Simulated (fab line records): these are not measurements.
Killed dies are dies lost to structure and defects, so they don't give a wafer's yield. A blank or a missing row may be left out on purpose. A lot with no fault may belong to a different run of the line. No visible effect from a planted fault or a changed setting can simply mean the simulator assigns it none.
fab line records ; flow gf180mcu
[record] lots = 11; wafers = 33; lastDay = 34
route steps=602 shown V4@477 MIM@511
lots with no fault: from the same line, run without faults
startH: the number of hours between the record's first day and the start of the first shown wafer of the lot ; waitH: hours elapsed since this lot's preceding step ; " the same as in the row above ; L1.1+2: one row covering several wafers at once ; - no value, or no start given ; * or withheld: withheld ; < > ~ a bound
route shown NAME@n: a module of which the file shows steps, and the number in the route of the first ; usual: mean and standard deviation over wafers with no fault ; same: alike in all rows ; chamber/n: place in a boat ; sites: readings site by site ; _std_site: how widely they spread, as a standard deviation ; _edge_site: the outer-site mean with the inner-site mean subtracted ; radiusMm: for every site, how far away it sits from the centre of the wafer ; mask NAME#n: copy n ; behind: the most recent tool/chamber to have shaped the wafer ; hold: why the lot went on hold/how many hours it stayed there/how the hold came to an end ; device: the transistor (n, p or np) that didn't switch ; end of line: tests run on the same wafers once the route is complete ; for a step that has no rows: nothing shown but its recipe ; killed: not the wafer's yield, but the dies lost to structure and defects at the first sort ; map: a wafer's dies, x killed, . not, _ none there
set.NAME: the setting the step ran with; set.NAME@STEP: the setting that earlier step ran with ; model.NAME: the simulator's own value behind a step, which no gauge read
a sample of lots followed through the steps of the route, with each step as a table and each wafer as a row
services: a tool's chamber out of use, with start hour (startH, from the record's first day; less than 0 if before it), hours out, and reason
[[steps]]
[step GF_V4_THK_MEAS_01]
[recipe] reads = SiO2_of_V4_CVD_00
[usual] V4_CVD_00_THK = 599/6.8
lot.wafer;tool;chamber;startH;waitH;V4_CVD_00_THK[nm]
L480.1;filmMetro-02;-;540.52;0.1;593
L480.2;filmMetro-02;-;540.52;0.1;592
L480.5;filmMetro-02;-;540.52;0.1;588
L483.1;filmMetro-04;-;570.69;0.0;596
L483.3;filmMetro-04;-;570.69;0.0;592
L483.4;filmMetro-04;-;570.69;0.0;601
L484.1;filmMetro-04;-;580.33;0.0;601
L484.3;filmMetro-04;-;580.33;0.0;602
L484.4;filmMetro-04;-;580.33;0.0;599
L489.1;filmMetro-02;-;622.50;0.0;591
L489.3;filmMetro-02;-;622.50;0.0;593
L489.4;filmMetro-02;-;622.50;0.0;597
L490.1;filmMetro-01;-;632.37;0.0;591
L490.2;filmMetro-01;-;632.37;0.0;596
L490.3;filmMetro-01;-;632.37;0.0;593
L491.1;filmMetro-02;-;640.59;0.0;600
L491.4;filmMetro-02;-;640.59;0.0;601
L491.5;filmMetro-02;-;640.59;0.0;611
L497.1;filmMetro-01;-;680.41;0.0;612
L497.2;filmMetro-01;-;680.41;0.0;601
L497.6;filmMetro-01;-;680.41;0.0;610
L498.1;filmMetro-02;-;683.69;0.0;591
L498.4;filmMetro-02;-;683.69;0.0;599
L498.5;filmMetro-02;-;683.69;0.0;596
L499.1;filmMetro-01;-;693.70;0.0;603
L499.3;filmMetro-01;-;693.70;0.0;597
L499.4;filmMetro-01;-;693.70;0.0;593
L501.1;filmMetro-02;-;703.67;0.0;588
L501.2;filmMetro-02;-;703.67;0.0;608
L501.4;filmMetro-02;-;703.67;0.0;600
L502.1;filmMetro-01;-;711.69;0.0;590
L502.4;filmMetro-01;-;711.69;0.0;601
L502.6;filmMetro-01;-;711.69;0.0;601
[step GF_V4_BOW_MEAS_05]
[recipe] mode = bow
[usual] V4_BOW = 138/10
lot.wafer;tool;chamber;startH;waitH;V4_BOW[um]
L480.1;filmMetro-01;-;541.00;0.2;119
L480.2;filmMetro-01;-;541.00;0.2;113
L480.5;filmMetro-01;-;541.00;0.2;125
L483.1;filmMetro-01;-;571.18;0.1;138
L483.3;filmMetro-01;-;571.18;0.1;130
L483.4;filmMetro-01;-;571.18;0.1;129
L484.1;filmMetro-02;-;580.82;0.2;155
L484.3;filmMetro-02;-;580.82;0.2;152
L484.4;filmMetro-02;-;580.82;0.2;134
L489.1;filmMetro-01;-;622.99;0.1;159
L489.3;filmMetro-01;-;622.99;0.1;148
L489.4;filmMetro-01;-;622.99;0.1;152
L490.1;filmMetro-04;-;632.86;0.2;148
L490.2;filmMetro-04;-;632.86;0.2;153
L490.3;filmMetro-04;-;632.86;0.2;136
L491.1;filmMetro-02;-;641.18;0.2;150
L491.4;filmMetro-02;-;641.18;0.2;143
L491.5;filmMetro-02;-;641.18;0.2;142
L497.1;filmMetro-02;-;681.01;0.1;130
L497.2;filmMetro-02;-;681.01;0.1;132
L497.6;filmMetro-02;-;681.01;0.1;136
L498.1;filmMetro-01;-;684.18;0.2;129
L498.4;filmMetro-01;-;684.18;0.2;130
L498.5;filmMetro-01;-;684.18;0.2;124
L499.1;filmMetro-01;-;694.19;0.2;144
L499.3;filmMetro-01;-;694.19;0.2;134
L499.4;filmMetro-01;-;694.19;0.2;136
L501.1;filmMetro-01;-;704.47;0.1;128
L501.2;filmMetro-01;-;704.47;0.1;134
L501.4;filmMetro-01;-;704.47;0.1;117
L502.1;filmMetro-01;-;712.18;0.1;133
L502.4;filmMetro-01;-;712.18;0.1;144
L502.6;filmMetro-01;-;712.18;0.1;137
[step GF_V4_OVL_MEAS_15]
[usual] V4_OVL = 3/5.4
lot.wafer;tool;chamber;startH;waitH;V4_OVL[nm]
L480.1;overlay-01;-;563.52;0.1;-8
L480.2;overlay-01;-;563.52;0.1;-1
L480.5;overlay-01;-;563.52;0.1;-7
L483.1;overlay-01;-;592.79;0.1;9
L483.3;overlay-01;-;592.79;0.1;10
L483.4;overlay-01;-;592.79;0.1;5
L484.1;overlay-01;-;602.09;0.1;2
L484.3;overlay-01;-;602.09;0.1;11
L484.4;overlay-01;-;602.09;0.1;-2
L489.1;overlay-02;-;642.97;0.1;14
L489.3;overlay-02;-;642.97;0.1;11
L489.4;overlay-02;-;642.97;0.1;12
L490.1;overlay-02;-;652.72;0.1;7
L490.2;overlay-02;-;652.72;0.1;5
L490.3;overlay-02;-;652.72;0.1;3
L491.1;overlay-01;-;661.24;0.1;6
L491.4;overlay-01;-;661.24;0.1;4
L491.5;overlay-01;-;661.24;0.1;3
L497.1;overlay-01;-;700.42;0.1;-6
L497.2;overlay-01;-;700.42;0.1;-8
L497.6;overlay-01;-;700.42;0.1;-4
L498.1;overlay-02;-;703.89;0.1;-2
L498.4;overlay-02;-;703.89;0.1;1
L498.5;overlay-02;-;703.89;0.1;1
L499.1;overlay-02;-;712.57;0.1;8
L499.3;overlay-02;-;712.57;0.1;5
L499.4;overlay-02;-;712.57;0.1;0
L501.1;overlay-01;-;722.22;0.1;3
L501.2;overlay-01;-;722.22;0.1;5
L501.4;overlay-01;-;722.22;0.1;12
L502.1;overlay-01;-;729.64;0.1;12
L502.4;overlay-01;-;729.64;0.1;15
L502.6;overlay-01;-;729.64;0.1;12
[step GF_MIM_SPUTTER_08]
[recipe] material = AlCu; targetThkNm = 200; powerW = 10600; timeS = 10.6; chamberPressurePa = 0.4
[usual] cathodeDcPowerW = 10600/2; throttleValvePct = 30.3/0.94
lot.wafer;tool;chamber;startH;waitH;cathodeDcPowerW;throttleValvePct
L480.1;pvdSputter-03;-;565.81;0.0;10599;30.9
L480.2;pvdSputter-03;-;565.81;0.0;10604;30.0
L480.5;pvdSputter-03;-;565.81;0.0;10600;30.0
L483.1;pvdSputter-02;-;594.54;0.0;10599;29.2
L483.3;pvdSputter-02;-;594.54;0.0;10603;30.6
L483.4;pvdSputter-02;-;594.54;0.0;10599;31.7
L484.1;pvdSputter-04;-;603.84;0.0;10599;31.4
L484.3;pvdSputter-04;-;603.84;0.0;10600;28.7
L484.4;pvdSputter-04;-;603.84;0.0;10599;29.2
L489.1;pvdSputter-02;-;644.83;0.0;10600;30.8
L489.3;pvdSputter-02;-;644.83;0.0;9139.3;31.2
L489.4;pvdSputter-02;-;644.83;0.0;10601;31.2
L490.1;pvdSputter-02;-;654.47;0.0;10597;30.9
L490.2;pvdSputter-02;-;654.47;0.0;9139.6;31.3
L490.3;pvdSputter-02;-;654.47;0.0;10601;31.0
L491.1;pvdSputter-02;-;663.11;0.0;10601;29.1
L491.4;pvdSputter-02;-;663.11;0.0;10599;31.4
L491.5;pvdSputter-02;-;663.11;0.0;9134.5;31.4
L497.1;pvdSputter-04;-;702.51;0.0;10599;30.6
L497.2;pvdSputter-04;-;702.51;0.0;10601;29.7
L497.6;pvdSputter-04;-;702.51;0.0;10603;31.2
L498.1;pvdSputter-03;-;705.72;0.0;10596;32.5
L498.4;pvdSputter-03;-;705.72;0.0;10603;30.0
L498.5;pvdSputter-03;-;705.72;0.0;10598;30.2
L499.1;pvdSputter-04;-;714.32;0.0;10599;30.5
L499.3;pvdSputter-04;-;714.32;0.0;10597;29.3
L499.4;pvdSputter-04;-;714.32;0.0;10598;31.4
L501.1;pvdSputter-04;-;724.00;0.0;10601;29.3
L501.2;pvdSputter-04;-;724.00;0.0;10601;29.1
L501.4;pvdSputter-04;-;724.00;0.0;10602;30.4
L502.1;pvdSputter-02;-;731.39;0.0;10600;30.7
L502.4;pvdSputter-02;-;731.39;0.0;10601;29.4
L502.6;pvdSputter-02;-;731.39;0.0;10602;30.7
[step GF_MIM_RS_MEAS_10]
[recipe] thkMeasGauge = four-point-probe; reads = TiN_of_MIM_SPUTTER_09+AlCu_of_MIM_SPUTTER_08+TiN_of_MIM_SPUTTER_07
[usual] MIM_ALCU_RS = 0.1608/0.002
lot.wafer;tool;chamber;startH;waitH;MIM_ALCU_RS[ohm/sq]
L480.1;filmMetro-01;-;565.87;0.0;0.1606
L480.2;filmMetro-01;-;565.87;0.0;0.1610
L480.5;filmMetro-01;-;565.87;0.0;0.1610
L483.1;filmMetro-01;-;594.60;0.0;0.1624
L483.3;filmMetro-01;-;594.60;0.0;0.1609
L483.4;filmMetro-01;-;594.60;0.0;0.1611
L484.1;filmMetro-03;-;603.90;0.0;0.1583
L484.3;filmMetro-03;-;603.90;0.0;0.1617
L484.4;filmMetro-03;-;603.90;0.0;0.1588
L489.1;filmMetro-03;-;644.88;0.0;0.1623
L489.3;filmMetro-03;-;644.88;0.0;0.1909
L489.4;filmMetro-03;-;644.88;0.0;0.1622
L490.1;filmMetro-01;-;654.52;0.0;0.1591
L490.2;filmMetro-01;-;654.52;0.0;0.1878
L490.3;filmMetro-01;-;654.52;0.0;0.1627
L491.1;filmMetro-03;-;663.17;0.0;0.1618
L491.4;filmMetro-03;-;663.17;0.0;0.1640
L491.5;filmMetro-03;-;663.17;0.0;0.1889
L497.1;filmMetro-03;-;702.57;0.0;0.1585
L497.2;filmMetro-03;-;702.57;0.0;0.1611
L497.6;filmMetro-03;-;702.57;0.0;0.1570
L498.1;filmMetro-03;-;705.78;0.0;0.1591
L498.4;filmMetro-03;-;705.78;0.0;0.1596
L498.5;filmMetro-03;-;705.78;0.0;0.1604
L499.1;filmMetro-04;-;714.37;0.0;0.1628
L499.3;filmMetro-04;-;714.37;0.0;0.1629
L499.4;filmMetro-04;-;714.37;0.0;0.1638
L501.1;filmMetro-03;-;724.05;0.0;0.1619
L501.2;filmMetro-03;-;724.05;0.0;0.1582
L501.4;filmMetro-03;-;724.05;0.0;0.1583
L502.1;filmMetro-03;-;731.44;0.0;0.1622
L502.4;filmMetro-03;-;731.44;0.0;0.1615
L502.6;filmMetro-03;-;731.44;0.0;0.1619
[step GF_MIM_THK_MEAS_11]
[recipe] thkMeasGauge = xrf; reads = AlCu_of_MIM_SPUTTER_08
[usual] MIM_ALCU_THK = 197.8/2.5
lot.wafer;tool;chamber;startH;waitH;MIM_ALCU_THK[nm]
L480.1;filmMetro-01;-;565.99;0.1;197.5
L480.2;filmMetro-01;-;565.99;0.1;196.9
L480.5;filmMetro-01;-;565.99;0.1;195.8
L483.1;filmMetro-01;-;594.72;0.1;196.7
L483.3;filmMetro-01;-;594.72;0.1;199.6
L483.4;filmMetro-01;-;594.72;0.1;198.0
L484.1;filmMetro-03;-;604.02;0.1;201.0
L484.3;filmMetro-03;-;604.02;0.1;196.8
L484.4;filmMetro-03;-;604.02;0.1;199.9
L489.1;filmMetro-03;-;645.00;0.1;196.0
L489.3;filmMetro-03;-;645.00;0.1;168.7
L489.4;filmMetro-03;-;645.00;0.1;195.8
L490.1;filmMetro-01;-;654.64;0.1;201.1
L490.2;filmMetro-01;-;654.64;0.1;170.7
L490.3;filmMetro-01;-;654.64;0.1;198.2
L491.1;filmMetro-03;-;663.29;0.1;196.3
L491.4;filmMetro-03;-;663.29;0.1;195.1
L491.5;filmMetro-03;-;663.29;0.1;170.6
L497.1;filmMetro-03;-;702.69;0.1;200.0
L497.2;filmMetro-03;-;702.69;0.1;196.4
L497.6;filmMetro-03;-;702.69;0.1;201.6
L498.1;filmMetro-03;-;705.90;0.1;199.3
L498.4;filmMetro-03;-;705.90;0.1;198.6
L498.5;filmMetro-03;-;705.90;0.1;198.1
L499.1;filmMetro-04;-;714.49;0.1;195.7
L499.3;filmMetro-04;-;714.49;0.1;194.9
L499.4;filmMetro-04;-;714.49;0.1;193.3
L501.1;filmMetro-03;-;724.17;0.1;195.3
L501.2;filmMetro-03;-;724.17;0.1;199.6
L501.4;filmMetro-03;-;724.17;0.1;200.5
L502.1;filmMetro-03;-;731.56;0.1;195.1
L502.4;filmMetro-03;-;731.56;0.1;195.4
L502.6;filmMetro-03;-;731.56;0.1;195.5
[step GF_MIM_METAL_ETCH_19]
[recipe] chemistry = Cl2/BCl3; maskMaterial = NOVOLAK; stopOn = Si3N4; targetDepthNm = 324.5; pressureMtorr = 8; icpW = 800; biasW = 140; Cl2_flow_sccm = 80; bcl3FlowSccm = 40; timeS = 54.1
[usual] drypumpMotorCurrentA = 6.1/0.45; mfcCl2Sccm = 79.98/0.23; oesProductAu = 0.940/0.0065; throttleValvePct = 28.285/0.011
lot.wafer;tool;chamber;startH;waitH;drypumpMotorCurrentA;mfcCl2Sccm;oesProductAu;rfHoursCounterH;throttleValvePct
L480.1;rieMetal-02;0;587.85;0.1;6.0;80.20;0.941;7;28.262
L480.2;rieMetal-02;1;587.85;0.1;6.5;80.49;0.946;13;28.273
L480.5;rieMetal-02;1;587.85;0.1;6.5;80.04;0.943;-;28.281
L483.1;rieMetal-02;1;615.35;0.1;6.5;80.19;0.935;13;28.305
L483.3;rieMetal-02;0;615.35;0.1;5.9;79.84;0.939;-;28.282
L483.4;rieMetal-02;1;615.35;0.1;6.5;79.85;0.938;-;28.290
L484.1;rieMetal-04;0;624.57;0.1;6.1;80.02;0.944;6;28.283
L484.3;rieMetal-04;0;624.57;0.1;6.1;80.37;0.940;-;28.301
L484.4;rieMetal-04;1;624.57;0.1;5.4;79.93;0.941;-;28.285
L489.1;rieMetal-03;0;663.85;0.1;6.5;79.85;0.933;1;28.290
L489.3;rieMetal-03;0;663.85;0.1;6.5;79.87;0.884;-;28.351
L489.4;rieMetal-03;0;663.85;0.1;6.5;79.56;0.933;-;28.279
L490.1;rieMetal-03;0;673.60;0.1;6.5;79.61;0.947;1;28.279
L490.2;rieMetal-03;1;673.60;0.1;5.3;80.33;0.892;0;28.341
L490.3;rieMetal-03;1;673.60;0.1;5.3;80.26;0.938;-;28.276
L491.1;rieMetal-02;1;682.27;0.1;6.5;80.19;0.940;1;28.294
L491.4;rieMetal-02;0;682.27;0.1;6.0;80.01;0.926;-;28.298
L491.5;rieMetal-02;0;682.27;0.1;6.0;80.15;0.887;-;28.335
L497.1;rieMetal-04;1;720.15;0.1;5.5;79.63;0.939;3;28.273
L497.2;rieMetal-04;0;720.15;0.1;6.1;80.09;0.946;11;28.286
L497.6;rieMetal-04;0;720.15;0.1;6.1;79.67;0.947;-;28.274
L498.1;rieMetal-04;1;723.00;0.1;5.5;79.70;0.943;3;28.272
L498.4;rieMetal-04;0;723.00;0.1;6.1;79.79;0.939;-;28.279
L498.5;rieMetal-04;0;723.00;0.1;6.1;79.55;0.952;-;28.291
L499.1;rieMetal-02;1;731.35;0.1;6.5;79.98;0.936;3;28.288
L499.3;rieMetal-02;0;731.35;0.1;6.0;79.77;0.934;-;28.305
L499.4;rieMetal-02;1;731.35;0.1;6.5;80.24;0.933;-;28.281
L501.1;rieMetal-04;0;741.35;0.1;6.1;80.15;0.941;12;28.307
L501.2;rieMetal-04;1;741.35;0.1;5.4;79.66;0.954;4;28.286
L501.4;rieMetal-04;0;741.35;0.1;6.1;79.89;0.945;-;28.275
L502.1;rieMetal-02;1;747.30;0.1;6.5;79.81;0.937;4;28.279
L502.4;rieMetal-02;1;747.30;0.1;6.5;79.81;0.936;-;28.287
L502.6;rieMetal-02;1;747.30;0.1;6.5;79.79;0.931;-;28.273
[[services]]
tool;chamber;startH;hours;kind
pvdSputter-03;-;566.69;96.2;repair
pvdSputter-03;-;597.03;4.3;repair
rieMetal-02;1;621.28;-;clean
rieMetal-02;1;621.28;20.5;scheduledDown
rieMetal-02;1;621.28;20.5;ventCycle
pvdSputter-02;1;627.88;-;consumableReplace:kit
pvdSputter-02;1;627.88;18.0;scheduledDown
pvdSputter-02;1;627.88;18.0;ventCycle
rieMetal-03;0;630.69;-;clean
rieMetal-03;0;630.69;19.1;scheduledDown
rieMetal-03;0;630.69;19.1;ventCycle
rieMetal-04;1;635.01;-;clean
rieMetal-04;1;635.01;14.8;scheduledDown
rieMetal-04;1;635.01;14.8;ventCycle
rieMetal-03;1;652.29;-;clean
pvdSputter-03;-;671.79;0.6;repair
pvdSputter-04;-;672.83;0.7;repair
pvdSputter-04;3;674.14;-;consumableReplace:kit
pvdSputter-04;3;674.14;18.0;scheduledDown
pvdSputter-04;3;674.14;18.0;ventCycle
pvdSputter-02;0;728.83;-;consumableReplace:kit
pvdSputter-02;0;728.83;18.0;scheduledDown
pvdSputter-02;0;728.83;18.0;ventCycle
pvdSputter-02;-;737.20;5.1;repair
[[key]]
[firstSign] step = GF_MIM_SPUTTER_08; reading = cathodeDcPowerW; direction = down; sigmas = 99+; usual = 10600; struck = 9137.8
[effect] step = GF_MIM_RS_MEAS_10; reading = MIM_ALCU_RS; direction = up; sigmas = 14; usual = 0.1608; struck = 0.1892
[effect] step = GF_MIM_THK_MEAS_11; reading = MIM_ALCU_THK; direction = down; sigmas = 11; usual = 197.8; struck = 170.0
[effect] step = GF_MIM_METAL_ETCH_19; reading = oesProductAu; direction = down; sigmas = 8; usual = 0.940; struck = 0.888
metAt GF_MIM_SPUTTER_08
struckLots L489,L490,L491
struckWafers L489.3,L490.2,L491.5
notActingAt GF_V4_THK_MEAS_01,GF_V4_BOW_MEAS_05,GF_V4_OVL_MEAS_15
onsetBetween 594.54 644.83
[fault] kind = processParameterDrift; tool = pvdSputter-02; chamber = -; onsetH = 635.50; steps = GF_MIM_SPUTTER_08; channel = powerW; offset = -1461.5; shape = step; endH = 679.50; actsIn = theseRecipesOnly; stated = 10600; scope = struckWafersOnly
